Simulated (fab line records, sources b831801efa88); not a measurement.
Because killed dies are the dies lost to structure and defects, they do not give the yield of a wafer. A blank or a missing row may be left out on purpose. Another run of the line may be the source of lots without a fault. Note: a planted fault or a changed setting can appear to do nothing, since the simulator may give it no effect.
Which tool was responsible?    flow sky130    Sampling: 10 lots, 30 wafers, 6 of 708 route steps

## WHAT THE GAUGES SHOWED, per wafer
SKY_CONTACT_BOW_MEAS_05.
lot   measured      on             CONTACT_BOW (um)
L166  day 30 11:29  film_metro-03  86 74 87
L167  day 30 14:11  film_metro-02  78 83 79
L175  day 34 18:47  film_metro-02  80 87 85
L171  day 34 19:13  film_metro-03  85 85 87
L174  day 35 00:05  film_metro-03  89 80 78
L179  day 35 00:07  film_metro-02  78 77 81
L185  day 36 11:02  film_metro-02  81 76 93
L186  day 36 17:26  film_metro-02  85 85 87
L187  day 38 07:18  film_metro-03  91 86 89
L188  day 38 08:15  film_metro-03  89 86 77

SKY_METAL1_RS_MEAS_05: a four-point-probe measurement.
lot   measured      on             METAL1_ALCU_RS (ohm/sq)
L166  day 31 16:40  film_metro-01  0.1252 0.1231 0.1266
L167  day 31 18:26  film_metro-04  0.1249 0.1260 0.1271
L175  day 35 22:34  film_metro-02  0.1274 0.1285 0.1287
L171  day 35 22:53  film_metro-04  0.1262 0.1286 0.1277
L174  day 36 03:46  film_metro-01  8.6226 8.7439 8.7494
L179  day 36 04:05  film_metro-04  8.5849 8.5155 8.4786
L185  day 37 14:35  film_metro-04  0.1239 0.1251 0.1243
L186  day 37 21:02  film_metro-01  0.1281 0.1291 0.1290
L187  day 39 11:03  film_metro-02  0.1244 0.1280 0.1260
L188  day 39 11:21  film_metro-04  0.1276 0.1253 0.1267

SKY_METAL1_THK_MEAS_06: measures by xrf.
lot   measured      on             METAL1_ALCU_THK (nm)
L166  day 31 16:47  film_metro-01  250 250 243
L167  day 31 18:33  film_metro-04  249 248 247
L175  day 35 22:40  film_metro-02  245 244 244
L171  day 35 23:01  film_metro-04  247 242 248
L174  day 36 03:53  film_metro-01  <1 <1 <1
L179  day 36 04:12  film_metro-04  <0 <0 <0
L185  day 37 14:41  film_metro-04  253 252 252
L186  day 37 21:09  film_metro-01  243 242 243
L187  day 39 11:10  film_metro-02  254 246 252
L188  day 39 11:28  film_metro-04  245 248 246

## WHAT TOOL EACH LOT RAN ON (gives the tool, then ch and the chambers of the sampled wafers, and finally the start)
lot   SKY_LOCAL_INTERCONNECT_STRIP_15       SKY_METAL1_SPUTTER_00         SKY_METAL1_SPUTTER_02
L166  plasma_asher-01 ch 0,1, day 30 10:22  pvd_sputter-03, day 31 16:32  pvd_sputter-03, day 31 16:35
L167  plasma_asher-01 ch 0,1, day 30 13:01  pvd_sputter-04, day 31 18:17  pvd_sputter-04, day 31 18:20
L175  plasma_asher-04 ch 0,1, day 34 17:40  pvd_sputter-01, day 35 22:23  pvd_sputter-01, day 35 22:26
L171  plasma_asher-01 ch 1, day 34 18:07    pvd_sputter-03, day 35 22:45  pvd_sputter-03, day 35 22:48
L174  plasma_asher-03 ch 0,1, day 34 22:53  pvd_sputter-04, day 36 03:37  pvd_sputter-04, day 36 03:40
L179  plasma_asher-04 ch 0,1, day 34 22:59  pvd_sputter-01, day 36 03:56  pvd_sputter-01, day 36 03:59
L185  plasma_asher-01 ch 0,1, day 36 09:49  pvd_sputter-01, day 37 14:25  pvd_sputter-01, day 37 14:28
L186  plasma_asher-03 ch 1, day 36 16:13    pvd_sputter-01, day 37 20:53  pvd_sputter-01, day 37 20:56
L187  plasma_asher-01 ch 0, day 38 06:10    pvd_sputter-04, day 39 10:55  pvd_sputter-04, day 39 10:58
L188  plasma_asher-04 ch 0,1, day 38 07:07  pvd_sputter-01, day 39 11:13  pvd_sputter-01, day 39 11:16
- SKY_LOCAL_INTERCONNECT_STRIP_15: strips in O2/N2.
- SKY_METAL1_SPUTTER_00: material Ti, target thk 15 nm, time 10 s.
- SKY_METAL1_SPUTTER_02: material AlCu, target thk 250 nm, time 13.3 s.

## WHAT THE TOOLS THEMSELVES READ (means of the sampled wafers that have a number; where no wafer has one, the mark that the record gives instead)
SKY_LOCAL_INTERCONNECT_STRIP_15.
lot   tool             drypump_motor_current_A (A)  oes_product_au (a.u.)  strip_time_to_endpoint_s (s)
L166  plasma_asher-01  5.2                          0.427                  4.746
L167  plasma_asher-01  5.3                          0.428                  4.751
L175  plasma_asher-04  5.9                          0.425                  4.734
L171  plasma_asher-01  5.0                          0.430                  4.806
L174  plasma_asher-03  5.4                          0.436                  4.789
L179  plasma_asher-04  6.0                          0.425                  4.749
L185  plasma_asher-01  5.3                          0.429                  4.765
L186  plasma_asher-03  5.3                          0.430                  4.781
L187  plasma_asher-01  5.5                          0.430                  4.749
L188  plasma_asher-04  6.0                          0.431                  4.771

SKY_METAL1_SPUTTER_00.
lot   tool            cathode_dc_power_W (W)  chamber_pressure_pa (Pa)  throttle_valve_pct (%)
L166  pvd_sputter-03  3000.5                  0.3997                    30.4
L167  pvd_sputter-04  2999.4                  0.4001                    30.8
L175  pvd_sputter-01  3000.1                  0.4003                    30.4
L171  pvd_sputter-03  3000.1                  0.3997                    30.1
L174  pvd_sputter-04  2999.9                  0.4007                    30.3
L179  pvd_sputter-01  3000.5                  0.3995                    30.5
L185  pvd_sputter-01  2999.9                  0.3995                    30.7
L186  pvd_sputter-01  3000.0                  0.4004                    30.4
L187  pvd_sputter-04  3000.4                  0.3997                    30.7
L188  pvd_sputter-01  2999.7                  0.3996                    30.3

SKY_METAL1_SPUTTER_02.
lot   tool            cathode_dc_power_W (W)  chamber_pressure_pa (Pa)  throttle_valve_pct (%)
L166  pvd_sputter-03  10598                   0.4003                    30.3
L167  pvd_sputter-04  10599                   0.3992                    30.8
L175  pvd_sputter-01  10600                   0.4006                    30.3
L171  pvd_sputter-03  10597                   0.4004                    30.3
L174  pvd_sputter-04  -                       -                         -
L179  pvd_sputter-01  -                       -                         -
L185  pvd_sputter-01  10601                   0.4006                    30.3
L186  pvd_sputter-01  10602                   0.4000                    30.5
L187  pvd_sputter-04  10600                   0.3994                    30.5
L188  pvd_sputter-01  10601                   0.3999                    30.4

## THE ANSWER, worked out from the rows above alone
Rule: usual is defined by the lots themselves. Put in order of their means at a reading, lots are off if they are a third of the lots or fewer, leave a main group of 4 or more, and stand apart from it by a gap of 3 or more times the standard deviation of the main group's means; of several such gaps the widest counts. If all means in a main group match to the digits the tables above print for the reading, that group is not used. A lot without any number at a reading at which 4 lots or more have one is off too. Any other lot the step has rows for is counted as sound. The gauges are gone through in route order, then the tools' own readings, and for those a lot's mean is taken as printed above. At the first step where some lot is off, the reading lying furthest off is the one used; lots without a number count as furthest.
Off: L174, L179, at SKY_METAL1_RS_MEAS_05 (METAL1_ALCU_RS). The main group: mean 0.1266 ohm/sq, standard deviation 0.0014.
A tool fits if, at a process step before that reading, it ran every lot that is off, and no sound lot after the first of them. The gauges at SKY_METAL1_RS_MEAS_05 aren't tried: what is off there is off at SKY_METAL1_SPUTTER_02 too, on other tools, and a gauge's error can't cause that. None of those tried fits.

## WHAT THE SIMULATOR HAD PUT IN
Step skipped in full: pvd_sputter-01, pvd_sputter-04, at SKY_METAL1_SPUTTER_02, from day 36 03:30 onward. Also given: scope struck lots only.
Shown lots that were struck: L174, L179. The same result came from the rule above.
